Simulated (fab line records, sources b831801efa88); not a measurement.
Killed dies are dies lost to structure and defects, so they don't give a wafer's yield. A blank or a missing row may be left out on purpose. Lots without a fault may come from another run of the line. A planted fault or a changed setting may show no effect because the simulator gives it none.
Problem report in the 8D (eight disciplines) form, filled by code | flow sfq_line | the parts of the form that need people (team, actions taken, sign-off) are left out

1. THE PROBLEM
oes_product_au at SFQ_TRILAYER_M0_ETCH_METAL_ETCH_024 reads a mean of 0.375 a.u. on 9 wafers of 3 lots; wafers without a fault read 0.896 a.u. with a standard deviation of 0.0069. That is -76 standard deviations from the usual mean.
The step: etches Nb in Cl2/Ar, stops on SiO2, target depth 240 nm, time 120 s.
First seen on wafer L708.1, day 9 13:57, on rie_metal-01. The record holds 45 wafers of 15 lots with a number at this step. Rule for "out", or "out of limits": more than 4 standard deviations from the usual mean. The other wafers with a number count as sound.

2. WHAT IT IS AND WHAT IT IS NOT
question                    | is                                       | is not
which readings at this step | oes_product_au                           | drypump_motor_current_A, he_backside_leak_sccm
which lots                  | L708, L709, L710                         | L701, L702, L703, L706, L711, L715, L718, L719, L720, L721, L722, L723
which wafers of those lots  | all that have a number                   | -
read on which tools         | rie_metal-01, rie_metal-03, rie_metal-04 | -
when                        | from day 9 13:57                         | up to then (12 sound wafers); but 24 sound wafers of L711, L715, L718, L719, L720, L721, L722, L723 came after

3. SUSPECTS, AND WHAT RULES EACH OUT
Counting: a tool at a process step up to the reading stays a suspect if it ran every lot that is out and no sound lot after the first of them.
- pvd_sputter-05 at SFQ_TRILAYER_M0_DEP_SPUTTER_019 (material Nb, target thk 200 nm, time 133.3 s): ruled out as a lasting fault. Sound lots L711, L715, L719, L721, L723 ran on it after its first lot that is out, L708 (day 6 17:08).
Left after counting: nothing in the record.

4. THE CAUSE (what the simulator had put in)
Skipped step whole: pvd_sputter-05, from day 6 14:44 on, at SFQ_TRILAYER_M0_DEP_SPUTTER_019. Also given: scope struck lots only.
Counting ruled it out, wrongly: the rule takes a fault to strike every lot that its tool runs from its start on, and this one did not.

5. THE CHAIN OF EFFECTS, in route order
Each row: a reading whose mean over the struck wafers that have a number lies more than 3 standard deviations from the usual. Only readings for which the record gives a usual standard deviation are gone through. hours: the time from each lot's start at the first step in this table that gives one to its start at this step, as a median over the lots. sigmas: the change in usual standard deviations.
hours | step                                | reading        | usual      | on struck wafers | change | sigmas
0     | SFQ_TRILAYER_M0_ETCH_METAL_ETCH_024 | oes_product_au | 0.896 a.u. | 0.375            | -0.521 | -76
The process steps in it:
- SFQ_TRILAYER_M0_ETCH_METAL_ETCH_024: etches Nb in Cl2/Ar, stops on SiO2, target depth 240 nm, time 120 s.
Readings that are blank on the struck wafers while sound wafers have them: base_pressure_pa at SFQ_TRILAYER_M0_DEP_SPUTTER_019; cathode_dc_power_W at SFQ_TRILAYER_M0_DEP_SPUTTER_019; throttle_valve_pct at SFQ_TRILAYER_M0_DEP_SPUTTER_019; M0_NB_RS at SFQ_M0_RS_MEAS_904.

6. WHAT WOULD HAVE CAUGHT IT SOONER
In this record the first reading out of limits was taken at day 9 13:57, 71 hours after the fault began at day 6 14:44.
Between SFQ_TRILAYER_M0_DEP_SPUTTER_019 and SFQ_TRILAYER_M0_ETCH_METAL_ETCH_024, SFQ_M0_RS_MEAS_904 gave no M0_NB_RS on the struck wafers, where sound wafers have one: a measuring or inspecting step that comes back empty is itself a sign.
At SFQ_TRILAYER_M0_DEP_SPUTTER_019 the tool's readings are blank on the struck wafers, where sound wafers have them: an empty tool record is the first sign, and it was there at once.
